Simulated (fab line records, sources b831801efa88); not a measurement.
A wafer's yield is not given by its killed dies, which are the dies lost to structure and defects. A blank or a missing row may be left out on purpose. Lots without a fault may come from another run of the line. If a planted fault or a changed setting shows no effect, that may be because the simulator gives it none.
Which tool was responsible? ; flow gf180mcu ; Sampling: 6 lots, 18 wafers, 2 of 602 route steps

== WHAT EACH GAUGE READ, for each wafer ==
GF_V5_OVL_MEAS_15.
lot;measured;on;V5_OVL (nm)
L883;day 28 06:23;overlay-02;0 3 4
L885;day 28 22:59;overlay-01;-6 -1 0
L889;day 30 07:56;overlay-01;1 -1 -5
L898;day 32 12:37;overlay-01;1 0 7
L900;day 32 21:08;overlay-02;-1 1 -3
L902;day 33 06:02;overlay-02;6 -3 3

== EACH LOT AND THE TOOL THAT RAN IT (in order: tool; ch and the chambers of the sampled wafers; start) ==
lot;GF_VT_IMPLANT_STRIP_42
L883;plasma asher-04 ch 1, day 8 15:10
L885;plasma asher-01 ch 0,1, day 9 01:29
L889;plasma asher-01 ch 0,1, day 10 04:48
L898;plasma asher-03 ch 0,1, day 12 15:21
L900;plasma asher-01 ch 0,1, day 13 02:30
L902;plasma asher-04 ch 1, day 13 16:00
- GF_VT_IMPLANT_STRIP_42: strips in O2/N2.

== THE ANSWER, worked out from the rows above alone ==
Rule: the usual values come from the lots themselves. Put in order of their means at a reading, lots are off if they are a third of the lots or fewer, leave a main group of 4 or more, and stand apart from it by a gap of 3 or more times the standard deviation of the main group's means; of several such gaps the widest counts. Not used: any main group whose means are identical at the precision the tables above print for the reading. A lot without any number at a reading at which 4 lots or more have one is off too. Any other lot the step has rows for is counted as sound.
No lot is off at any reading shown: from this, nothing can be told.

== WHAT THE SIMULATOR HAD PUT IN ==
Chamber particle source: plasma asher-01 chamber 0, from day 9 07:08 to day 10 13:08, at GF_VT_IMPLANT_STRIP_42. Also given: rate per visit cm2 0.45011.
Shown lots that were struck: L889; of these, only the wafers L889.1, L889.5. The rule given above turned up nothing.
